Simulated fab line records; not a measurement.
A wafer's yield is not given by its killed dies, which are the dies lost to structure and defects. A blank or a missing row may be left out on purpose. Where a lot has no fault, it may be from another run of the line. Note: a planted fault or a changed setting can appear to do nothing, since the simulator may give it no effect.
Matching of chambers + flow gf180mcu + GF_V4_CMP_04 on cmp-02: 4 sister chambers
The step polishes SiO2. 8 wafers are shown with their chamber, then 8 later ones without.

== WAFERS PAIRED WITH THEIR CHAMBERS ==
| wafer  | chamber | motor_current_A (A) | time_to_endpoint_s (s) |
|--------|---------|---------------------|------------------------|
| L459.4 | 2       | 12.8                | 75                     |
| L458.6 | 1       | 14.1                | 97                     |
| L460.1 | 1       | 12.7                | 77                     |
| L460.5 | 0       | 13.0                | 89                     |
| L464.1 | 3       | 12.5                | 74                     |
| L464.2 | 2       | 11.2                | 71                     |
| L464.6 | 3       | 12.5                | 82                     |
| L470.1 | 0       | 13.0                | 76                     |

== WAFERS WHOSE CHAMBER IS MISSING ==
| wafer  | motor_current_A (A) | time_to_endpoint_s (s) |
|--------|---------------------|------------------------|
| L470.2 | 12.5                | 73                     |
| L470.3 | 13.8                | 77                     |
| L476.2 | 13.4                | 73                     |
| L476.4 | 13.7                | 79                     |
| L476.5 | 12.9                | 72                     |
| L477.1 | 12.3                | 72                     |
| L477.3 | 13.5                | 79                     |
| L477.5 | 13.4                | 75                     |

== THE CHAMBER EACH PASSED THROUGH ==
| wafer  | from the rows above               | in truth |
|--------|-----------------------------------|----------|
| L470.2 | can't be placed: 3 or 2 or 0 or 1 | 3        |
| L470.3 | can't be placed: 0 or 1 or 3 or 2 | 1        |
| L476.2 | can't be placed: 0 or 3 or 1 or 2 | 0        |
| L476.4 | can't be placed: 1 or 0 or 3 or 2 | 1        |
| L476.5 | can't be placed: 3 or 0 or 2 or 1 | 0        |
| L477.1 | can't be placed: 2 or 3 or 0 or 1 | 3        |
| L477.3 | can't be placed: 0 or 1 or 3 or 2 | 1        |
| L477.5 | can't be placed: 0 or 3 or 1 or 2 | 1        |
Correctly placed: 0 of 8. Unplaceable from these rows: 8, with the true chamber sitting among the candidates in 8. Number placed wrongly: 0.
How it was worked out, from the rows above alone: a wafer's distance from a chamber is the root of the sum, over the readings, of the square of ((its reading less the chamber's mean) divided by the reading's scatter). The wafer belongs to the nearest chamber; if the next one is less than 2 further off, it can't be placed. For every chamber, the mean is computed from those of its wafers that are shown. How the scatter is found: for the shown wafers, subtract from each reading the mean of its chamber, square and add these, divide the total by (wafers less chambers), then take the root.
